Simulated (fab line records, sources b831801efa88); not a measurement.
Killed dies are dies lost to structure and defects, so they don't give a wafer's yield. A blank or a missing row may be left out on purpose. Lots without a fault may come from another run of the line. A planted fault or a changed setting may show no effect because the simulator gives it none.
Chamber matching | flow sfq_line | SFQ_TRILAYER_I3_VIA_ETCH_VIA_ETCH_088 on rie_diel-03: 4 sister chambers
The step etches SiO2 in CHF3, stops on Nb, target depth 260 nm. 4 wafers are shown with their chamber, then 7 later ones without.

WAFERS WITH THEIR CHAMBER
wafer  | chamber | rf_fwd_power_W (W)
L171.2 | 1       | 499.6
L171.4 | 0       | 500.0
L173.1 | 2       | 497.1
L173.5 | 3       | 498.1

WAFERS WITHOUT THEIR CHAMBER
wafer  | rf_fwd_power_W (W)
L173.6 | 496.5
L176.1 | 493.5
L176.5 | 494.3
L176.6 | 500.4
L180.2 | 497.1
L180.3 | 499.1
L180.4 | 497.0

WHICH CHAMBER EACH WENT THROUGH
wafer  | from the rows above               | in truth
L173.6 | can't be placed: 2 or 3 or 1 or 0 | 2
L176.1 | can't be placed: 2 or 3 or 1 or 0 | 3
L176.5 | can't be placed: 2 or 3 or 1 or 0 | 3
L176.6 | can't be placed: 0 or 1 or 3 or 2 | 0
L180.2 | can't be placed: 2 or 3 or 1 or 0 | 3
L180.3 | can't be placed: 1 or 0 or 3 or 2 | 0
L180.4 | can't be placed: 2 or 3 or 1 or 0 | 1
Placed correctly: 0 of 7. Can't be placed from these rows: 7 (the true chamber is among the candidates in 7). Placed wrongly: 0.
How it was worked out, from the rows above alone: a wafer's distance from a chamber is the root of the sum, over the readings, of the square of ((its reading less the chamber's mean) divided by the reading's scatter). The wafer belongs to the nearest chamber; if the next one is less than 2 further off, it can't be placed. A chamber's mean is the mean of its shown wafers. The scatter: with one shown wafer a chamber, the root of the mean of the squares of how far each hidden wafer lies from its nearest shown one.
